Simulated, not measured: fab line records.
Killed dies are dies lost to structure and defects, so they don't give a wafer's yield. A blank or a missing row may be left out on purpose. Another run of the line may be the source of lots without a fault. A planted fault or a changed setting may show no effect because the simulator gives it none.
The tool behind it: which one? || flow sky130 || at 1 step of a route of 708, 11 lots with 33 wafers sampled

WHAT EACH GAUGE READ, for each wafer
SKY_GATE_OXIDE_OVL_MEAS_10. Usual: GATE_OXIDE_OVL typically reads -1.5 nm, with standard deviation 1.4.
{"lot": "L188", "measured": "day 14 18:47", "on": "overlay-02", "GATE_OXIDE_OVL (nm)": "-1.7 -0.1 -2.9", "flag": ""}
{"lot": "L189", "measured": "day 14 21:53", "on": "overlay-01", "GATE_OXIDE_OVL (nm)": "-2.4 -1.1 -0.8", "flag": ""}
{"lot": "L191", "measured": "day 15 15:52", "on": "overlay-02", "GATE_OXIDE_OVL (nm)": "-0.6 1.6 0.6", "flag": ""}
{"lot": "L192", "measured": "day 16 03:54", "on": "overlay-01", "GATE_OXIDE_OVL (nm)": "-1.1 -1.5 -2.0", "flag": ""}
{"lot": "L195", "measured": "day 17 10:31", "on": "overlay-02", "GATE_OXIDE_OVL (nm)": "-0.4 -2.2 -0.9", "flag": ""}
{"lot": "L200", "measured": "day 19 09:59", "on": "overlay-02", "GATE_OXIDE_OVL (nm)": "-2.6 0.3 0.8", "flag": ""}
{"lot": "L202", "measured": "day 20 11:56", "on": "overlay-01", "GATE_OXIDE_OVL (nm)": "-5.4 -4.1 -2.9", "flag": ""}
{"lot": "L203", "measured": "day 20 13:01", "on": "overlay-01", "GATE_OXIDE_OVL (nm)": "-1.3 -1.0 -2.1", "flag": ""}
{"lot": "L206", "measured": "day 21 11:33", "on": "overlay-01", "GATE_OXIDE_OVL (nm)": "1.2 0.9 1.1", "flag": ""}
{"lot": "L208", "measured": "day 21 23:35", "on": "overlay-01", "GATE_OXIDE_OVL (nm)": "-2.1 -3.6 -3.1", "flag": ""}
{"lot": "L209", "measured": "day 22 01:25", "on": "overlay-01", "GATE_OXIDE_OVL (nm)": "-1.5 -1.7 -1.6", "flag": ""}

WHICH TOOL RAN EACH LOT (tool, then ch and the chambers of the sampled wafers, then the start)
The record holds no process step before these readings.

AS READ BY THE TOOLS THEMSELVES (means over the sampled wafers that have a number; for cases with no such wafer, the mark the record gives instead)
The record holds no such reading with a usual standard deviation.

THE ANSWER, worked out from the rows above alone
Rule: a lot counts as off when the mean over its wafers that have a number is more than 3 standard deviations away from the usual mean. Also off: a lot with no number at a reading for which 4 or more lots have one. All remaining lots with rows at the step are treated as sound. First the gauges in route order, then the tools' own readings, where a lot's mean is used as printed above. The first step at which some lot is off is used, and at that step the reading that is off furthest; a lot without a number counts as furthest.
Nothing can be told from this: no lot is off at any reading shown.

WHAT HAD BEEN PUT IN BY THE SIMULATOR
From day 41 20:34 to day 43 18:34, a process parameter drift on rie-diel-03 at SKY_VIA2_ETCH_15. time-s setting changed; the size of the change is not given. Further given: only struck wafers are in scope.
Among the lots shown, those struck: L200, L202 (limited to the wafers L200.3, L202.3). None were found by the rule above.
